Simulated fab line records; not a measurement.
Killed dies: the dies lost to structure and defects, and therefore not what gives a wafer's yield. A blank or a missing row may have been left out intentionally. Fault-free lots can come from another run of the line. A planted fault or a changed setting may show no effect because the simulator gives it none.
Which tool was responsible? + flow sky130 + Sampling: 6 lots, 18 wafers, 3 of 708 route steps

== WHAT THE GAUGES READ, wafer by wafer ==
SKY_CAP2M_OVL_MEAS_12.
| lot  | measured     | on         | CAP2M_OVL (nm) |
|------|--------------|------------|----------------|
| L531 | day 41 22:43 | overlay-01 | 1.6 1.8 0.3    |
| L535 | day 42 13:23 | overlay-02 | -0.6 -1.1 -0.7 |
| L537 | day 43 06:47 | overlay-01 | 0.7 0.7 0.1    |
| L546 | day 45 09:34 | overlay-02 | 0.3 0.5 -0.7   |
| L548 | day 46 03:51 | overlay-02 | -2.3 -0.4 -0.5 |
| L552 | day 47 00:11 | overlay-02 | 0.4 -0.6 -0.1  |

== WHICH TOOL RAN EACH LOT (tool, then ch and the chambers of the sampled wafers, then the start) ==
| lot  | SKY_LI_CONTACT_CLEAN_17         | SKY_VIA3_STRIP_16                    |
|------|---------------------------------|--------------------------------------|
| L531 | wet-bench-02 ch 0, day 30 12:25 | plasma-asher-04 ch 0,1, day 40 21:38 |
| L535 | wet-bench-03 ch 2, day 31 04:47 | plasma-asher-01 ch 0,1, day 41 12:44 |
| L537 | wet-bench-02 ch 0, day 32 00:32 | plasma-asher-01 ch 1, day 42 06:11   |
| L546 | wet-bench-03 ch 1, day 34 15:28 | plasma-asher-04 ch 0,1, day 44 10:31 |
| L548 | wet-bench-02 ch 3, day 35 12:41 | plasma-asher-03 ch 1, day 45 04:28   |
| L552 | wet-bench-02 ch 1, day 36 14:13 | plasma-asher-01 ch 0,1, day 46 01:19 |
- SKY_LI_CONTACT_CLEAN_17: cleans in NMP, time 600 s.
- SKY_VIA3_STRIP_16: strips in O2/N2.

== THE ANSWER, worked out from the rows above alone ==
Rule: the usual values come from the lots themselves. The widest of any qualifying gaps counts: lots, ordered by their means at a reading, are off when they make up no more than a third of the lots, leave a main group of 4 or more, and stand apart from it by 3 or more times the standard deviation of that group's means. If all means in a main group match to the digits the tables above print for the reading, that group is not used. Also off: a lot with no number at a reading for which 4 or more lots have one. Any other lot the step has rows for is counted as sound.
No lot is off at any reading shown: from this, nothing can be told.

== WHAT WAS PUT IN BY THE SIMULATOR ==
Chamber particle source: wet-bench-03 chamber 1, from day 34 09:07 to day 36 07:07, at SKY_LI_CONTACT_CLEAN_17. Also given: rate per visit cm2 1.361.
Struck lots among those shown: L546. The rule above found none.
